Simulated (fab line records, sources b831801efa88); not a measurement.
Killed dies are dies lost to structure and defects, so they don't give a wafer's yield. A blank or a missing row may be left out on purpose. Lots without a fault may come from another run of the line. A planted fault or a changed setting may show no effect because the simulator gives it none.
Problem report in the 8D (eight disciplines) form, filled by code | flow sky130 | the parts of the form that need people (team, actions taken, sign-off) are left out

1. THE PROBLEM
exposure_dose_mJ_cm2 at SKY_RES_PROTECT_EXPOSE_04 reads a mean of 129.00 on 12 wafers of 4 lots; wafers without a fault read 130.99 with a standard deviation of 0.13. That is -15 standard deviations from the usual mean.
The step: exposes mask RPM, target cd 1270 nm.
First seen on wafer L726.1, day 16 16:16, on iline_stepper-01. The record holds 36 wafers of 12 lots with a number at this step. Rule for "out", or "out of limits": more than 4 standard deviations from the usual mean. The other wafers with a number count as sound.

2. WHAT IT IS AND WHAT IT IS NOT
question                    | is                     | is not
which readings at this step | exposure_dose_mJ_cm2   | focus_offset_nm
which lots                  | L726, L727, L728, L730 | L720, L722, L723, L725, L729, L736, L738, L742
which wafers of those lots  | all that have a number | -
read on which tools         | iline_stepper-01       | iline_stepper-02
when                        | from day 16 16:16      | up to then (12 sound wafers); but 12 sound wafers of L729, L736, L738, L742 came after

3. SUSPECTS, AND WHAT RULES EACH OUT
Counting: a tool at a process step up to the reading stays a suspect if it ran every lot that is out and no sound lot after the first of them.
- iline_stepper-01 at SKY_RES_PROTECT_EXPOSE_04 (exposes mask RPM, target cd 1270 nm): kept. It ran every lot that is out, first L726 (day 16 16:16), and no sound lot after that; its last sound lot up to then is L725 (day 16 01:02). Its own readings are out on those wafers: exposure_dose_mJ_cm2.
Left after counting: iline_stepper-01 at SKY_RES_PROTECT_EXPOSE_04.

4. THE CAUSE (what the simulator had put in)
Process parameter drift: iline_stepper-01, from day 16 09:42 on, at SKY_RES_PROTECT_EXPOSE_04. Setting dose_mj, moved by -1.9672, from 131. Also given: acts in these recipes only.
Counting left only this tool.

5. THE CHAIN OF EFFECTS, in route order
Each row: a reading whose mean over the struck wafers that have a number lies more than 3 standard deviations from the usual. Only readings for which the record gives a usual standard deviation are gone through. hours: the time from each lot's start at the first step in this table that gives one to its start at this step, as a median over the lots. sigmas: the change in usual standard deviations.
hours | step                      | reading              | usual  | on struck wafers | change | sigmas
0     | SKY_RES_PROTECT_EXPOSE_04 | exposure_dose_mJ_cm2 | 130.99 | 129.00           | -1.99  | -15
The process steps in it:
- SKY_RES_PROTECT_EXPOSE_04: exposes mask RPM, target cd 1270 nm.

6. WHAT WOULD HAVE CAUGHT IT SOONER
In this record the first reading out of limits was taken at day 16 16:16, 7 hours after the fault began at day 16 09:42.
